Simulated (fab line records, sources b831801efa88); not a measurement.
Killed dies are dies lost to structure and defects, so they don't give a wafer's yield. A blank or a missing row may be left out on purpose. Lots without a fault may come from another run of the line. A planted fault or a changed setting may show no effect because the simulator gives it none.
A struck lot beside a sound one | flow sky130 | 16 steps out of a route of 708
Sound: wafers L500.3, L500.5, L500.6. Struck: wafers L494.1, L494.3, L494.4. The cause comes at the end.
At each step with rows: each side's tool, then ch and its chambers, then its first start. Under that, the readings that differ: sound wafers | struck wafers | difference of the means | sigmas: that difference in standard deviations of wafers without a fault.
alike: readings whose means differ by less than 2 such deviations, and words and numbers that are the same on both sides. not compared: withheld readings, readings that some wafer has no value for, bounds like >300 that may hide the same value, and numbers for which the record gives no deviation and whose values overlap.
The two part at a step that has a row with sigmas, a row that says differs or no value, or rows on one side only. Numbers that don't overlap but have no deviation are shown without sigmas and don't part them. A reading that every wafer of one side lacks parts them only if that side has two wafers or more.

first, 3 steps without rows for these wafers: SKY_METAL1_EXPOSE_12 (exposes mask MM1, target cd 140 nm); SKY_METAL1_PEB_13; SKY_METAL1_DEVELOP_14 (develop time 60 s).
SKY_METAL1_CD_MEAS_15: target cd 140 nm.
  sound on cd_sem-02, day 38 00:13; struck on cd_sem-01, day 36 04:37
  alike: cd_nm
SKY_METAL1_OVL_MEAS_16:
  sound on overlay-01, day 38 00:18; struck on overlay-02, day 36 04:44
  alike: METAL1_OVL
SKY_METAL1_DESCUM_17: chemistry O2, time 8 s.
  sound on rie_metal-02 ch 0,1, day 38 00:20; struck on rie_metal-02 ch 0,1, day 36 04:47
  alike: drypump_motor_current_A, oes_product_au
  not compared: rf_hours_counter_h
SKY_METAL1_ETCH_18: etches BARC in N2/H2, stops on SiO2, time 45.9 s, target depth 60 nm.
  sound on rie_metal-02 ch 0,1, day 38 00:23; struck on rie_metal-02 ch 0,1, day 36 04:49
  alike: drypump_motor_current_A, oes_product_au, throttle_valve_pct
  not compared: rf_hours_counter_h
SKY_METAL1_METAL_ETCH_19: etches the open film in Cl2/BCl3, stops on SiO2, target depth 360 nm, time 78 s.
  sound on rie_metal-02 ch 0,1, day 38 00:27; struck on rie_metal-02 ch 0,1, day 36 04:52
  alike: drypump_motor_current_A, oes_product_au, throttle_valve_pct
  not compared: rf_hours_counter_h
SKY_METAL1_STRIP_20: strips in O2/N2.
  sound on plasma_asher-04 ch 0,1, day 38 00:32; struck on plasma_asher-03 ch 0,1, day 36 04:58
  alike: drypump_motor_current_A, o2_flow_sccm, oes_product_au, strip_time_to_endpoint_s
  not compared: rf_hours_counter_h
then, 3 steps without rows for these wafers: SKY_METAL1_STRIP_21 (strips in post etch residue remover, time 1200 s); SKY_METAL1_CLEAN_22 (cleans in IPA, time 180 s); SKY_METAL1_CLEAN_23 (cleans in O3/DIW).
SKY_VIA1_HDPCVD_00: deposits SiO2, target thk 1030 nm, time 171.7 s.
  sound on hdpcvd-02 ch 1,2, day 38 01:10; struck on hdpcvd-01 ch 0,1,2, day 36 05:34
  reading                                  | sound             | struck            | difference | sigmas
  run_length_s (s)                         | 198.9 199.5 198.8 | 193.0 192.9 192.7 | -6.2       | -14
  model.SiO2_of_VIA1_HDPCVD_00.thk_nm (nm) | 1064 1056 1037    | 991 1006 981.3    | -60        |
SKY_VIA1_THK_MEAS_01:
  sound on film_metro-03, day 38 01:17; struck on film_metro-03, day 36 05:41
  reading              | sound          | struck       | difference | sigmas
  VIA1_HDPCVD_THK (nm) | 1064 1056 1037 | 992 1006 981 | -59        | -6
SKY_VIA1_CMP_02: polishes SiO2.
  sound on cmp-02 ch 1,2,3, day 38 01:29; struck on cmp-01 ch 0,2,3, day 36 05:48
  alike: motor_current_A, retaining_ring_pressure_frac
-- the record jumps here: 12 days lie between the struck wafers' starts before and after (it left off in module VIA1 and takes up again in module PAD_OPEN, whose first step shown is number 708 of the route) --
SKY_PAD_OPEN_PROBE_99:
  sound on prober-02, day 49 13:10; struck on prober-02, day 48 08:14
  alike: defect_limited_yield, killed_at_M0_to_M3, killed_at_M4_up, killed_at_contacts, killed_at_front_end, killed_at_other, killed_dies, killed_open, killed_short, sort_bin_3_pad_short, sort_bin_5_function, sort_bin_6_memory, sort_n_pass, sort_yield_pct

WHERE THEY PART
First at SKY_VIA1_HDPCVD_00; last, within this record, at SKY_VIA1_THK_MEAS_01. Later steps at which nothing parts them and some readings are alike: SKY_VIA1_CMP_02, SKY_PAD_OPEN_PROBE_99.

WHY: what the simulator had put in
Process parameter drift: hdpcvd-01, from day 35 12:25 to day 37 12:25, at SKY_VIA1_HDPCVD_00. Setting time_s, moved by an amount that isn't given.
